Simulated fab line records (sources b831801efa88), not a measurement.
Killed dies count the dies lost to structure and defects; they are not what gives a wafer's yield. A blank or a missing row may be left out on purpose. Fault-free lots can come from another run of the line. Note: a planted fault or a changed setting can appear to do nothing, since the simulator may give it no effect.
The same fault as seen by 2 desks :: flow sky130 :: only its own numbers are on each desk; what lay behind them is given at the end

METROLOGY DESK
What the gauges read for every lot (on any tool): the sampled wafers with a number, averaged. If a lot's mean is further than 4 standard deviations from the usual mean, the lot is out of limits and carries the mark OUT (the distance appears in the brackets).
Columns: A = VT_ADJUST_PCH_OVL at SKY_VT_ADJUST_PCH_OVL_MEAS_07, usual -0.3 nm; B = LDD_HVN_OVL at SKY_LDD_HVN_OVL_MEAS_07, usual 0.3 nm
lot: L149
first seen here: day 10 16:07
A: -1.6
B: 0.8

lot: L151
first seen here: day 11 04:43
A: 1.0
B: 0.0

lot: L154
first seen here: day 12 10:26
A: 0.5
B: 0.4

lot: L153
first seen here: day 12 12:19
A: -0.3
B: -1.6

lot: L155
first seen here: day 12 14:52
A: 0.3
B: -0.0

lot: L163
first seen here: day 14 19:25
A: -0.7
B: -0.5

lot: L166
first seen here: day 15 17:01
A: 0.1
B: 1.3

lot: L167
first seen here: day 15 23:02
A: -0.6
B: 0.9

lot: L168
first seen here: day 16 10:46
A: 0.7
B: 2.1

lot: L169
first seen here: day 16 17:10
A: 0.0
B: 1.2

lot: L171
first seen here: day 17 09:43
A: 0.8
B: -0.6

lot: L172
first seen here: day 17 21:22
A: 0.1
B: 0.5
This desk's finding: nothing out of limits on any of the 12 lots.

AT THE TOOL OWNER'S DESK: rieDiel-02
The tool's own readings at SKY_POLY_GATE_ETCH_16 (etches Si3N4 in CH3F/O2, stops on poly-Si, time 147.5 s, target depth 75 nm): means of the sampled wafers that have a number, for each lot that ran on this tool. If a lot's mean is further than 4 standard deviations from the usual mean, the lot is out of limits and carries the mark OUT (the distance appears in the brackets).
Columns: A = drypumpMotorCurrentA at SKY_POLY_GATE_ETCH_16, usual 5.7 A; B = oesProductAu at SKY_POLY_GATE_ETCH_16, usual 0.640 a.u.; C = throttleValvePct at SKY_POLY_GATE_ETCH_16, usual 10.534 %
lot: L151
first seen here: day 17 02:43
A: 5.6
B: 0.641
C: 10.529

lot: L153
first seen here: day 18 22:43
A: 5.7
B: 0.639
C: 10.531

lot: L155
first seen here: day 18 23:22
A: 5.7
B: 0.641
C: 10.533

lot: L167
first seen here: day 22 17:19
A: 5.8
B: 0.643
C: 10.541
This desk's finding: nothing out of limits on any of the 4 lots.

PUT TOGETHER
Metrology desk: nothing out of limits seen.
The desk of the tool owner found nothing out of limits.

WHAT THE SIMULATOR HAD PUT IN
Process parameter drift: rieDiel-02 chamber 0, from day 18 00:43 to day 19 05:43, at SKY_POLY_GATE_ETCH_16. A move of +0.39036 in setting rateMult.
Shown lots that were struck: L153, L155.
